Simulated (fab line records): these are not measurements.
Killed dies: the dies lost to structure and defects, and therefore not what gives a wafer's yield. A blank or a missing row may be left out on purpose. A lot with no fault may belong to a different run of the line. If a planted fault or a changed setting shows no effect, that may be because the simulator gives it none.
Problem report in the 8D (eight disciplines) form, filled by code / flow sky130 / the parts of the form that need people (team, actions taken, sign-off) are left out

## 1. THE PROBLEM
SD_N_RS at SKY_SD_N_RS_MEAS_16 reads a mean of 66.48 ohm/sq on 6 wafers of 2 lots; wafers without a fault read 68.60 ohm/sq with a standard deviation of 0.12. That puts it -18 standard deviations away from the usual mean.
The step: measures by four-point-probe.
The first sign was on wafer L897.4 at day 31 05:10, on filmMetro-03. The record holds 32 wafers of 11 lots with a number at this step. By rule, "out" or "out of limits" means more than 4 standard deviations away from the usual mean. All remaining wafers that have a number are taken as sound.

## 2. WHAT IT IS, AND WHAT IT ISN'T
question=which readings at this step | is=SD_N_RS | is not=-
question=which lots | is=L897, L899 | is not=L888, L890, L892, L905, L906, L907, L908, L910, L911
question=which wafers of those lots | is=all that have a number | is not=-
question=read on which gauges | is=filmMetro-02, filmMetro-03 | is not=filmMetro-04
question=when | is=from day 31 05:10 | is not=up to then (9 sound wafers); but 17 sound wafers of L905, L906, L907, L908, L910, L911 came after

## 3. THE SUSPECTS, EACH WITH WHAT RULES IT OUT
Counting: any tool at a process step up to the reading is kept as a suspect provided that every lot that is out went through it and no sound lot did after the first of them.
- ruled out: the gauge at SKY_SD_N_RS_MEAS_16. The wafers that are out were read on 2 gauges (filmMetro-02, filmMetro-03).
- implanter-03 at SKY_SD_N_IMPLANT_09: ruled out as a lasting fault. Sound lots L905, L906, L911 ran on it after its first lot that is out, L897 (day 31 04:29).
Left after counting: nothing in the record.

## 4. THE CAUSE (what the simulator had put in)
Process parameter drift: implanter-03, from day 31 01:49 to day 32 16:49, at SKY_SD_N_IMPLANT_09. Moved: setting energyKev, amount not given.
It was ruled out by counting, in error; the rule expects a fault to strike all lots run on its tool from its start on, and this fault did not.

## 5. SEQUENCE OF EFFECTS, ordered by route
Rows list readings where the struck wafers' mean (over those with a number) sits beyond 3 standard deviations from the usual. Readings are gone through only where the record gives a usual standard deviation; hours: the median, over the lots, of the time from a lot's start at the first step in this table giving one to that lot's start at this step; sigmas: the change measured in usual standard deviations.
hours=0; step=SKY_SD_N_IMPLANT_09; reading=beamEnergyKeV; usual=50.004; on struck wafers=53.173; change=+3.169; sigmas=+99 or more
hours=0; step=SKY_SD_N_STRIP_11; reading=stripTimeToEndpointS; usual=22.57 s; on struck wafers=23.06; change=+0.49; sigmas=+10
hours=1; step=SKY_SD_N_RS_MEAS_16; reading=SD_N_RS; usual=68.60 ohm/sq; on struck wafers=66.48; change=-2.12; sigmas=-18
Process steps it contains:
- SKY_SD_N_IMPLANT_09
- SKY_SD_N_STRIP_11: strips in O2/N2.
Later measuring or inspecting steps at which every struck wafer that the step has a row for has a number for every such reading, and none has moved that far: SKY_SD_N_RS_MEAS_18, SKY_CONTACT_BOW_MEAS_05.

## 6. WHAT WOULD HAVE CAUGHT IT SOONER
In this record the first reading out of limits at a measuring or inspecting step was taken at day 31 05:10, 3 hours after the fault began at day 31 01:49.
The tool's own readings at SKY_SD_N_IMPLANT_09 were out on every struck wafer that the step has a row for (beamEnergyKeV): an alarm limit on them would have fired on the first of those.
